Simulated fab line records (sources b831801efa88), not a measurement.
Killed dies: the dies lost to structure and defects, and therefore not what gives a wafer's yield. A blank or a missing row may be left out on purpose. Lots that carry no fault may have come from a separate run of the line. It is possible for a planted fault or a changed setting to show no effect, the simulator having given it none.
2 desks, one fault + flow sky130 + every desk sees just its own numbers, and what lay behind them comes last

THE METROLOGY DESK
What the gauges read for every lot (on any tool): the sampled wafers with a number, averaged. A lot is out of limits, marked OUT, if its mean lies more than 4 standard deviations from the usual mean; the brackets give that distance.
Columns: A = VIA2_W_THK at SKY_VIA2_THK_MEAS_23, usual 432 nm
| lot  | first seen here | A   |
|------|-----------------|-----|
| L113 | day 36 00:28    | 439 |
| L115 | day 36 15:51    | 435 |
| L118 | day 38 01:01    | 436 |
| L119 | day 39 00:59    | 429 |
| L121 | day 39 01:40    | 442 |
| L120 | day 39 05:24    | 429 |
| L122 | day 39 07:50    | 424 |
| L123 | day 39 14:17    | 422 |
| L131 | day 42 00:31    | 427 |
| L134 | day 42 18:59    | 436 |
Finding of this desk: none of the 10 lots has anything out of limits.

THE TOOL OWNER'S DESK: pvd-sputter-02
The tool's own readings at SKY_METAL3_SPUTTER_02 (material AlCu, target thk 735 nm, time 39.1 s): means of the sampled wafers that have a number, for each lot that ran on this tool. A lot is out of limits, marked OUT, if its mean lies more than 4 standard deviations from the usual mean; the brackets give that distance.
Columns: A = cathode-dc-power-W at SKY_METAL3_SPUTTER_02, usual 10600 W; B = throttle-valve-pct at SKY_METAL3_SPUTTER_02, usual 30.0 %
| lot  | first seen here | A     | B    |
|------|-----------------|-------|------|
| L113 | day 36 00:52    | 10601 | 29.1 |
| L119 | day 39 01:22    | 10601 | 29.8 |
| L121 | day 39 02:11    | 10601 | 29.8 |
| L131 | day 42 01:29    | 10600 | 29.0 |
Finding of this desk: none of the 4 lots has anything out of limits.

BROUGHT TOGETHER
Nothing out of limits was seen by the metrology desk.
Nothing out of limits was seen by the tool owner's desk.

WHAT HAD BEEN PUT IN BY THE SIMULATOR
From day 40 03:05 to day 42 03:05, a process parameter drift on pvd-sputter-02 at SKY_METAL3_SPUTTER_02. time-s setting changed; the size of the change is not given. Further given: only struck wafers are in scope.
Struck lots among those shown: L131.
